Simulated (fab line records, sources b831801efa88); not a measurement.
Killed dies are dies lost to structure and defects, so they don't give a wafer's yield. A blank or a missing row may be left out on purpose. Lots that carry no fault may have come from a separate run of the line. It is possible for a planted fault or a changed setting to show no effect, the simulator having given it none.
Which tool is to blame? | flow gf180mcu | 11 lots, 33 wafers sampled, at 2 steps of a route of 602

WHAT THE GAUGES SHOWED, per wafer
GF_STI_THK_MEAS_22.
lot  | measured    | on            | STI_OXIDATION_01_THK (nm)
L401 | day 2 09:53 | film_metro-04 | 15.25 14.96 14.79
L402 | day 2 15:19 | film_metro-01 | 15.17 15.25 14.73
L403 | day 2 18:44 | film_metro-01 | 14.83 15.00 15.11
L407 | day 3 17:17 | film_metro-02 | 15.20 15.03 15.00
L408 | day 3 22:07 | film_metro-02 | 15.05 14.94 14.69
L411 | day 4 13:10 | film_metro-02 | 14.38 14.47 14.82
L415 | day 5 08:12 | film_metro-02 | 8.20 7.85 8.04 8.16 7.86 8.04
L416 | day 5 13:56 | film_metro-01 | 15.19 15.25 14.90
L417 | day 5 20:10 | film_metro-02 | 8.33 8.32 8.17 8.30 8.32 8.18
L422 | day 6 20:14 | film_metro-04 | 15.05 15.03 15.13
L423 | day 7 03:39 | film_metro-02 | 15.31 14.72 15.06

WHICH TOOL RAN EACH LOT (tool, then ch and the chambers of the sampled wafers, then the start)
lot  | GF_STI_OXIDATION_21
L401 | furnace-02 ch 0, day 2 08:46
L402 | furnace-01 ch 0, day 2 14:10
L403 | furnace-02 ch 0, day 2 17:35
L407 | furnace-01 ch 0, day 3 16:08
L408 | furnace-02 ch 0, day 3 20:59
L411 | furnace-02 ch 0, day 4 12:02
L415 | furnace-02 ch 0, day 5 07:04
L416 | furnace-01 ch 0, day 5 12:47
L417 | furnace-02 ch 0, day 5 19:01
L422 | furnace-01 ch 0, day 6 19:07
L423 | furnace-01 ch 0, day 7 02:31
- GF_STI_OXIDATION_21: stabilise 600 s, purge 300 s, target thk 15 nm.

THE ANSWER, worked out from the rows above alone
Rule: the lots themselves supply what counts as usual. The widest of any qualifying gaps counts: lots, ordered by their means at a reading, are off when they make up no more than a third of the lots, leave a main group of 4 or more, and stand apart from it by 3 or more times the standard deviation of that group's means. A main group is skipped when, at the precision printed for the reading in the tables above, its means are all equal. A lot without any number at a reading at which 4 lots or more have one is off too. All remaining lots with rows at the step are treated as sound.
Off: L415, L417, seen at GF_STI_THK_MEAS_22 (STI_OXIDATION_01_THK). For the main group the mean is 14.97 nm and the standard deviation 0.16.
A tool fits if, at a process step before that reading, it ran every lot that is off, and no sound lot after the first of them. The gauges at GF_STI_THK_MEAS_22 are tried like those tools. One fits: furnace-02 at GF_STI_OXIDATION_21. A fault onset in the window from L411 (day 4 12:02, its last sound lot) to L415 (day 5 07:04, its first lot off) fits.

WHAT WAS PUT IN BY THE SIMULATOR
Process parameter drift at GF_STI_OXIDATION_21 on furnace-02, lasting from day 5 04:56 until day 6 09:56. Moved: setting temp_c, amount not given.
Shown lots that were struck: L415, L417. The rule above reached the same finding.
